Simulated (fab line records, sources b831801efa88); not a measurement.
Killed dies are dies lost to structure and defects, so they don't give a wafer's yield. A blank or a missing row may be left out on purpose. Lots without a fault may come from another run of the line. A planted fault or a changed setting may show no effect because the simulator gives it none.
fab line records | flow sky130
record lots=6 wafers=18 last_day=50
route steps=708 shown LI_CONTACT@365 PAD_OPEN@708
lots that met no fault: from a run of the same line without faults
start_h: hours from the record's first day to the start of the lot's first wafer shown | wait_h: hours since the lot's step before | " the same as in the row above | L1.1+2: a row that stands for several wafers | - no value, or no start given | * or withheld: withheld | < > ~ a bound
route shown NAME@n: a module of which the file shows steps, and the number in the route of the first | usual: mean/standard deviation of fault-free wafers | same: alike in all rows | chamber/n: place in a boat | sites: the reading at each site | _std_site: their standard deviation | _edge_site: outer sites' mean less inner sites' | radius_mm: how far each site lies from the wafer's centre | mask NAME#n: copy n | behind: the tool/chamber that last shaped the wafer | hold: why the lot was held/for how many hours/how that ended | device: the transistor (n, p or np) that didn't switch | end of line: the same wafers' tests at the end of the route | a step without rows: its recipe alone | killed: dies lost to structure and defects at the first sort, not the wafer's yield | map: a wafer's dies, x killed, . not, _ none there
set.NAME: the setting as run; set.NAME@STEP: as run at that earlier step | model.NAME: the simulator's own value behind a step, which no gauge read
lots at some steps of the route; a table a step, a row a wafer
services: from which hour (start_h, from the record's first day; less than 0 if before it) a tool's chamber was out of use, for how many hours, and why
## steps
# step SKY_LI_CONTACT_BOW_MEAS_03
# recipe mode=bow
# usual LI_CONTACT_BOW=56/6.2
# columns lot.wafer tool chamber start_h wait_h LI_CONTACT_BOW[um]
L502.4 film_metro-04 - 669.89 0.3 53
L502.5 " - " " 40
L502.6 " - " " 51
L505.2 film_metro-04 - 719.35 0.2 50
L505.5 " - " " 66
L505.6 " - " " 59
L507.2 film_metro-03 - 730.51 0.2 58
L507.4 " - " " 61
L507.5 " - " " 48
L510.3 film_metro-04 - 744.87 0.2 46
L510.4 " - " " 58
L510.5 " - " " 64
L516.1 film_metro-03 - 805.35 0.2 50
L516.2 " - " " 44
L516.6 " - " " 52
L520.2 film_metro-04 - 831.76 0.2 51
L520.4 " - " " 63
L520.6 " - " " 55
# step SKY_LI_CONTACT_DEHYDRATE_04
# recipe temp_c=200 time_s=60
# step SKY_LI_CONTACT_HMDS_05
# recipe prime_time_s=60 prime_temp_c=120
# step SKY_LI_CONTACT_COAT_06
# recipe resist=BARC temp_c=withheld time_s=withheld spin_rpm=3000 resist_thk_nm=60
# step SKY_LI_CONTACT_COAT_07
# recipe resist=KrF-thick spin_rpm=3000 resist_thk_nm=450
# step SKY_LI_CONTACT_SOFTBAKE_08
# recipe temp_c=100 time_s=91.21 resist=KrF-thick
# usual exhaust_pa=45.1/0.92 heater_power_total_W=57.32/0.12 plate_sensor_t_centre_C=100.88/0.0099 plate_sensor_t_edge_C=100.95/0.011
# columns lot.wafer tool chamber start_h wait_h exhaust_pa heater_power_total_W plate_sensor_t_centre_C plate_sensor_t_edge_C
L502.4 litho_track-03 0 - - 45.7 57.19 100.87 100.96
L502.5 " 0 " " 44.7 57.21 100.89 100.95
L502.6 " 0 " " 45.3 57.42 100.87 100.96
L505.2 litho_track-02 0 - - 46.1 57.37 100.89 100.96
L505.5 " 0 " " 44.4 57.45 100.87 100.96
L505.6 " 0 " " 45.9 57.24 100.9 100.93
L507.2 litho_track-03 0 - - 45.6 57.19 100.89 100.95
L507.4 " 0 " " 45.1 57.22 100.9 100.95
L507.5 " 0 " " 44.1 57.12 100.89 100.96
L510.3 litho_track-04 0 - - 45.0 57.21 100.86 100.97
L510.4 " 0 " " 44.6 57.39 100.9 100.95
L510.5 " 0 " " 44.3 57.15 100.89 100.96
L516.1 litho_track-03 0 - - 45.3 57.27 100.89 100.96
L516.2 " 0 " " 45.0 57.22 100.88 100.96
L516.6 " 0 " " 46.3 57.43 100.88 100.97
L520.2 litho_track-03 0 - - 45.9 57.17 100.9 100.95
L520.4 " 0 " " 44.5 57.41 100.89 100.96
L520.6 " 0 " " 44.8 57.34 100.88 100.95
# step SKY_LI_CONTACT_EXPOSE_09
# recipe mask_id=LICM1 na=0.8 source_shape=annular sigma_inner=0.55 sigma_outer=0.85 target_cd_nm=170 dose_mj=38
# step SKY_LI_CONTACT_PEB_10
# recipe peb_temp_c=withheld peb_time_s=withheld resist=KrF-thick
# step SKY_LI_CONTACT_DEVELOP_11
# recipe develop_time_s=60 resist=KrF-thick dev_temp_c=21
# step SKY_LI_CONTACT_CD_MEAS_12
# recipe target_cd_nm=170
# usual cd_nm=169.2/1.3
# columns lot.wafer tool chamber start_h wait_h cd_nm
L502.4 cd_sem-01 - 700.81 - 169.5
L502.5 " - " " 170.6
L502.6 " - " " 169.9
L505.2 cd_sem-01 - 746.98 - 171.1
L505.5 " - " " 169.8
L505.6 " - " " 169.2
L507.2 cd_sem-01 - 756.07 - 168.3
L507.4 " - " " 167.8
L507.5 " - " " 167.4
L510.3 cd_sem-02 - 770.39 - 167.5
L510.4 " - " " 169.3
L510.5 " - " " 168.9
L516.1 cd_sem-02 - 832.25 - 169.6
L516.2 " - " " 169.5
L516.6 " - " " 170.9
L520.2 cd_sem-02 - 857.53 - 168.8
L520.4 " - " " 168.3
L520.6 " - " " 167.6
# step SKY_LI_CONTACT_OVL_MEAS_13
# usual LI_CONTACT_OVL=-1/5.3
# columns lot.wafer tool chamber start_h wait_h LI_CONTACT_OVL[nm]
L502.4 overlay-01 - 700.89 0.1 2
L502.5 " - " " 5
L502.6 " - " " 3
L505.2 overlay-01 - 747.09 0.1 4
L505.5 " - " " -1
L505.6 " - " " 6
L507.2 overlay-02 - 756.17 0.1 6
L507.4 " - " " 2
L507.5 " - " " 3
L510.3 overlay-01 - 770.48 0.1 1
L510.4 " - " " 8
L510.5 " - " " 2
L516.1 overlay-02 - 832.37 0.1 4
L516.2 " - " " 4
L516.6 " - " " 5
L520.2 overlay-01 - 857.64 0.1 -6
L520.4 " - " " -2
L520.6 " - " " -3
# step SKY_LI_CONTACT_ETCH_14
# recipe chemistry=N2/H2 target=BARC ion_energy_ev=200 source_w=500 bias_w=100 pressure_mtorr=30 n2_flow_sccm=100 h2_flow_sccm=200 stop_on=SiO2 time_s=45.9 target_depth_a=600
# usual drypump_motor_current_A=5.5/0.35 oes_product_au=0.856/0.0044 rf_fwd_power_W=494.5/1.8 throttle_valve_pct=13.226/0.01
# columns lot.wafer tool chamber start_h wait_h drypump_motor_current_A oes_product_au rf_fwd_power_W rf_hours_counter_h throttle_valve_pct
L502.4 rie_diel-02 0 700.90 0.0 5.4 0.858 492.7 16 13.241
L502.5 " 1 " " 5.7 0.848 497.4 - 13.213
L502.6 " 0 " " 5.4 0.858 492.1 - 13.233
L505.2 rie_diel-02 0 747.12 0.0 5.5 0.862 493.3 17 13.248
L505.5 " 1 " " 5.7 0.857 496.5 - 13.228
L505.6 " 0 " " 5.5 0.857 493.1 - 13.233
L507.2 rie_diel-02 0 756.20 0.0 5.4 0.862 492.3 17 13.225
L507.4 " 1 " " 5.7 0.853 498.2 12 13.213
L507.5 " 0 " " 5.4 0.855 495.3 - 13.222
L510.3 rie_diel-02 0 770.50 0.0 5.4 0.859 492.4 18 13.207
L510.4 " 2 " " 5.3 0.862 498.0 28 13.216
L510.5 " 2 " " 5.2 0.859 495.6 - 13.224
L516.1 rie_diel-03 0 832.40 0.0 6.1 0.858 491.4 3 13.228
L516.2 " 1 " " 4.6 0.855 494.7 9 13.241
L516.6 " 0 " " 6.1 0.859 491.0 - 13.210
L520.2 rie_diel-04 2 857.67 0.0 5.0 0.857 494.0 18 13.214
L520.4 " 1 " " 5.4 0.855 498.3 13 13.232
L520.6 " 3 " " 5.9 0.864 495.4 - 13.231
# step SKY_LI_CONTACT_ETCH_15
# recipe target=PSG chemistry=C4F8/O2/Ar stop_on=Si taper_deg=4.15 mask_material=KrF-thick source_w=1500 bias_w=1200 pressure_mtorr=40 c4f8_flow_sccm=withheld O2_flow_sccm=6 Ar_flow_sccm=300 time_s=withheld target_depth_a=6000
# usual oes_product_au=0.837/0.0045 rf_fwd_power_W=1493/5.1
# columns lot.wafer tool chamber start_h wait_h oes_product_au rf_fwd_power_W model.KrF-thick_of_LI_CONTACT_COAT_07.thk_nm
L502.4 rie_diel-02 0 700.95 0.0 0.841 1489 230.7
L502.5 " 1 " " 0.841 1493 232.6
L502.6 " 0 " " 0.837 1490 231.9
L505.2 rie_diel-02 0 747.16 0.0 0.833 1485 230
L505.5 " 1 " " 0.835 1495 230.4
L505.6 " 0 " " 0.836 1493 230
L507.2 rie_diel-02 0 756.25 0.0 0.837 1258 242
L507.4 " 1 " " 0.840 1251 242
L507.5 " 0 " " 0.838 1250 241.3
L510.3 rie_diel-02 0 770.55 0.0 0.842 1256 245.3
L510.4 " 2 " " 0.841 1261 240.6
L510.5 " 2 " " 0.833 1257 240.9
L516.1 rie_diel-03 0 832.45 0.0 0.839 1487 235.6
L516.2 " 1 " " 0.840 1487 231.8
L516.6 " 0 " " 0.838 1491 233.4
L520.2 rie_diel-04 2 857.71 0.0 0.841 1491 232.6
L520.4 " 1 " " 0.842 1497 233.1
L520.6 " 3 " " 0.838 1490 234.3
# step SKY_LI_CONTACT_STRIP_16
# recipe chemistry=O2/N2 power_w=1400 pressure_mtorr=1500 platen_temp_c=withheld o2_flow_sccm=3000 n2_flow_sccm=300 overash_fraction=0.5
# usual drypump_motor_current_A=5.69/0.19 oes_product_au=0.375/0.0048 strip_time_to_endpoint_s=3.506/0.026
# columns lot.wafer tool chamber start_h wait_h drypump_motor_current_A oes_product_au rf_hours_counter_h strip_time_to_endpoint_s
L502.4 plasma_asher-01 1 701.06 - 5.88 0.371 - 3.480
L502.5 " 1 " " 5.88 0.378 - 3.522
L502.6 " 0 " " 5.48 0.375 - 3.508
L505.2 plasma_asher-04 1 747.24 - 5.81 0.375 0 3.484
L505.5 " 0 " " 5.83 0.382 - 3.480
L505.6 " 1 " " 5.80 0.379 - 3.477
L507.2 plasma_asher-03 1 756.33 - 5.48 0.380 64 3.618
L507.4 " 0 " " 5.37 0.377 - 3.592
L507.5 " 0 " " 5.40 0.382 - 3.597
L510.3 plasma_asher-01 1 770.67 - 5.85 0.384 - 3.649
L510.4 " 0 " " 5.49 0.382 - 3.598
L510.5 " 0 " " 5.47 0.381 - 3.609
L516.1 plasma_asher-01 1 832.53 - 5.87 0.382 103 3.547
L516.2 " 0 " " 5.51 0.380 103 3.500
L516.6 " 1 " " 5.86 0.369 - 3.525
L520.2 plasma_asher-04 0 857.79 - 5.86 0.372 11 3.507
L520.4 " 1 " " 5.83 0.367 - 3.506
L520.6 " 1 " " 5.81 0.388 - 3.513
# step SKY_LI_CONTACT_CLEAN_17
# recipe chemistry=NMP time_s=600 temp_c=60 dry=n2_spin
# step SKY_PAD_OPEN_PROBE_99
# usual killed_at_M0_to_M3=44/7.2 killed_at_M4_up=3.0/1.8 killed_at_contacts=24/5.4 killed_at_front_end=14/4.4 killed_at_other=0.4/0.64 killed_dies=86/9.4 killed_open=47/7.7 killed_short=39/5.8
# same gross_dies=492 killed_at_back_side=0
# columns lot.wafer tool chamber start_h wait_h killed_at_M0_to_M3 killed_at_M4_up killed_at_contacts killed_at_front_end killed_at_other killed_dies killed_open killed_short model.etest.licon_pdiff.rc_ohm model.etest.licon_ndiff.rc_ohm
L502.4 prober-02 - 1089.56 0.2 47 7 16 16 0 86 43 43 599.5 179.1
L502.5 prober-02 - 1089.61 0.2 39 3 23 27 0 92 48 44 574.9 179.7
L502.6 prober-02 - 1089.66 0.2 28 3 28 19 0 78 51 27 610.6 180.8
L505.2 prober-02 - 1127.78 0.1 35 3 30 14 1 83 53 29 576.5 180.5
L505.5 prober-02 - 1127.93 0.2 50 2 25 15 0 92 53 39 570.4 183.6
L505.6 prober-02 - 1127.98 0.2 50 4 28 9 1 92 51 40 591.7 180
L507.2 prober-02 - 1132.13 0.1 55 4 21 9 3 92 52 38 610.2 195.2
L507.4 prober-02 - 1132.23 0.2 50 4 14 17 0 85 54 31 630.3 201.2
L507.5 prober-02 - 1132.28 0.2 50 4 27 19 0 100 57 43 629.8 201.7
L510.3 prober-01 - 1142.33 0.2 36 10 24 17 0 87 56 31 631.5 198
L510.4 prober-01 - 1142.38 0.2 42 1 32 14 0 89 51 38 604.8 186.6
L510.5 prober-01 - 1142.43 0.2 45 4 21 14 0 84 40 44 607.5 193.8
L516.1 prober-02 - 1185.24 0.1 45 4 26 10 0 85 39 46 595.6 188.3
L516.2 prober-02 - 1185.29 0.1 42 3 21 15 0 81 40 41 578.3 180.5
L516.6 prober-02 - 1185.49 0.2 41 4 26 10 0 81 49 32 560 173
L520.2 prober-01 - 1203.22 0.1 47 1 17 16 1 82 41 41 580 180.8
L520.4 prober-01 - 1203.32 0.2 45 3 27 7 0 82 35 47 572.4 187.6
L520.6 prober-01 - 1203.42 0.2 48 4 22 8 0 82 57 25 615.8 181.2
# killed by level:class
L502.4 VIA2:geometric_particle:open=12 METAL2:geometric_particle:short=9 VIA1:geometric_particle:open=6 VIA3:geometric_particle:short=6 CONTACT:geometric_particle:open=6 POLY_GATE:geometric_particle:open=5 METAL1:geometric_particle:short=5 FIELD_ISO:geometric_particle:short=4
L502.5 POLY_GATE:geometric_particle:short=8 CONTACT:geometric_particle:open=8 VIA1:geometric_particle:open=8 VIA2:geometric_particle:open=8 FIELD_ISO:geometric_particle:short=7 METAL1:geometric_particle:short=6 POLY_GATE:geometric_particle:open=5 LI_CONTACT:geometric_particle:open=5
L502.6 VIA3:geometric_particle:open=11 CONTACT:geometric_particle:open=11 LI_CONTACT:geometric_particle:open=9 VIA1:geometric_particle:open=7 POLY_GATE:geometric_particle:open=5 POLY_GATE:geometric_particle:short=5 FIELD_ISO:geometric_particle:open=4 FIELD_ISO:geometric_particle:short=4
L505.2 CONTACT:geometric_particle:open=14 VIA1:geometric_particle:open=12 LI_CONTACT:geometric_particle:open=9 POLY_GATE:geometric_particle:short=6 VIA2:geometric_particle:open=5 CONTACT:geometric_particle:short=4 FIELD_ISO:geometric_particle:open=3 METAL1:geometric_particle:short=3
L505.5 VIA1:geometric_particle:open=14 VIA2:geometric_particle:open=12 CONTACT:geometric_particle:open=11 CONTACT:geometric_particle:short=7 VIA2:geometric_particle:short=5 VIA3:geometric_particle:open=5 POLY_GATE:geometric_particle:short=4 LOCAL_INTERCONNECT:geometric_particle:short=4
L505.6 CONTACT:geometric_particle:open=12 VIA1:geometric_particle:open=12 VIA2:geometric_particle:open=10 METAL1:geometric_particle:short=9 LI_CONTACT:geometric_particle:open=6 VIA1:geometric_particle:short=6 METAL2:geometric_particle:short=5 LI_CONTACT:geometric_particle:short=4
L507.2 VIA1:geometric_particle:open=15 VIA1:geometric_particle:short=11 CONTACT:geometric_particle:open=9 VIA3:geometric_particle:open=8 VIA2:geometric_particle:open=7 LI_CONTACT:geometric_particle:open=5 METAL2:geometric_particle:short=5 VIA2:geometric_particle:short=4
L507.4 VIA3:geometric_particle:open=9 VIA1:geometric_particle:open=9 VIA2:geometric_particle:open=8 CONTACT:geometric_particle:open=7 FIELD_ISO:geometric_particle:open=6 METAL2:geometric_particle:short=5 VIA3:geometric_particle:short=5 POLY_GATE:geometric_particle:open=4
L507.5 VIA1:geometric_particle:open=12 CONTACT:geometric_particle:open=9 METAL1:geometric_particle:short=8 VIA2:geometric_particle:open=7 LI_CONTACT:geometric_particle:open=6 METAL2:geometric_particle:short=6 FIELD_ISO:geometric_particle:short=5 FIELD_ISO:geometric_particle:open=5
L510.3 CONTACT:geometric_particle:open=15 VIA3:geometric_particle:open=9 FIELD_ISO:geometric_particle:open=7 METAL4:geometric_particle:short=7 LI_CONTACT:geometric_particle:open=6 VIA1:geometric_particle:open=6 METAL2:geometric_particle:short=5 POLY_GATE:geometric_particle:open=3
L510.4 CONTACT:geometric_particle:open=12 VIA1:geometric_particle:open=9 FIELD_ISO:geometric_particle:open=7 LI_CONTACT:geometric_particle:open=7 VIA3:geometric_particle:open=6 METAL1:geometric_particle:short=5 FIELD_ISO:geometric_particle:short=4 LI_CONTACT:geometric_particle:short=4
L510.5 CONTACT:geometric_particle:open=12 VIA1:geometric_particle:open=10 METAL1:geometric_particle:short=6 VIA2:geometric_particle:short=6 VIA1:geometric_particle:short=5 VIA2:geometric_particle:open=5 VIA3:geometric_particle:open=5 POLY_CUT:geometric_particle:short=4
L516.1 LI_CONTACT:geometric_particle:open=12 METAL2:geometric_particle:short=7 CONTACT:geometric_particle:open=6 METAL1:geometric_particle:short=6 VIA1:geometric_particle:open=6 VIA3:geometric_particle:open=6 VIA1:geometric_particle:short=5 VIA3:geometric_particle:short=5
L516.2 CONTACT:geometric_particle:open=8 VIA1:geometric_particle:open=7 LI_CONTACT:geometric_particle:open=6 METAL1:geometric_particle:short=6 METAL2:geometric_particle:short=5 VIA1:geometric_particle:short=5 VIA3:geometric_particle:open=5 POLY_GATE:geometric_particle:open=4
L516.6 CONTACT:geometric_particle:open=10 VIA1:geometric_particle:open=10 VIA2:geometric_particle:open=8 VIA3:geometric_particle:open=7 LI_CONTACT:geometric_particle:open=6 METAL2:geometric_particle:short=5 LOCAL_INTERCONNECT:geometric_particle:short=4 VIA2:geometric_particle:short=4
L520.2 CONTACT:geometric_particle:open=8 VIA1:geometric_particle:open=7 VIA3:geometric_particle:open=7 METAL1:geometric_particle:short=6 VIA1:geometric_particle:short=6 FIELD_ISO:geometric_particle:short=5 FIELD_ISO:geometric_particle:open=5 VIA2:geometric_particle:short=5
L520.4 CONTACT:geometric_particle:open=10 METAL2:geometric_particle:short=9 VIA1:geometric_particle:open=8 LI_CONTACT:geometric_particle:short=6 CONTACT:geometric_particle:short=6 VIA1:geometric_particle:short=5 VIA2:geometric_particle:open=5 VIA3:geometric_particle:open=5
L520.6 CONTACT:geometric_particle:open=13 VIA1:geometric_particle:open=11 VIA2:geometric_particle:open=9 VIA3:geometric_particle:open=8 LI_CONTACT:geometric_particle:open=5 METAL1:geometric_particle:short=4 METAL3:geometric_particle:short=4 FIELD_ISO:geometric_particle:open=3
## services
# columns tool chamber start_h hours kind
rie_diel-04 2 664.81 1.4 repair
plasma_asher-03 - 668.13 0.4 repair
rie_diel-04 2 669.42 6.3 repair
rie_diel-03 1 671.64 10.9 repair
rie_diel-03 0 689.62 3.2 repair
rie_diel-04 3 694.70 6.7 repair
plasma_asher-04 - 733.75 9.0 pm
plasma_asher-04 0 733.75 9.0 vent_cycle
plasma_asher-04 1 733.75 9.0 vent_cycle
rie_diel-02 2 738.51 5.7 repair
rie_diel-04 0 739.78 - clean
plasma_asher-04 - 753.24 5.1 repair
plasma_asher-03 - 761.43 2.8 pm
plasma_asher-04 - 762.97 3.7 repair
rie_diel-04 - 769.88 1.2 repair
rie_diel-04 3 786.70 6.9 repair
rie_diel-03 0 789.38 15.6 repair
litho_track-03 - 813.96 - consumable_replace:filter
rie_diel-02 2 817.78 8.0 repair
rie_diel-02 2 838.18 - clean
rie_diel-02 2 838.18 15.8 scheduled_down
rie_diel-02 2 838.18 15.8 vent_cycle
rie_diel-03 3 845.05 2.0 repair
plasma_asher-04 - 847.49 0.5 repair
## key
first_sign step=SKY_LI_CONTACT_ETCH_15 reading=rf_fwd_power_W direction=down sigmas=46 usual=1493 struck=1255
effect step=SKY_LI_CONTACT_STRIP_16 reading=strip_time_to_endpoint_s direction=up sigmas=4 usual=* struck=*
model_effect step=SKY_LI_CONTACT_ETCH_15 value=KrF-thick_of_LI_CONTACT_COAT_07.thk_nm without=231.4 struck=242
model_effect step=SKY_PAD_OPEN_PROBE_99 value=etest.licon_pdiff.rc_ohm without=588.6 struck=619
met_at SKY_LI_CONTACT_ETCH_15
struck_wafers L507.2,L507.4,L507.5,L510.3,L510.4,L510.5
tester_left_out L507,L510
onset_between 747.16 756.25
fault kind=process_parameter_drift tool=rie_diel-02 chamber=- onset_h=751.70 steps=SKY_LI_CONTACT_ETCH_15 channel=source_w offset=-240 shape=step end_h=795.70 acts_in=these_recipes_only stated=1500
# tester_left_out: of these lots the tester's yield and bins aren't shown, on N5 and GAA mostly nor the transistor test; their killed dies are dies lost to structure and defects alone, not to doping, threshold or leakage, so they don't give the yield
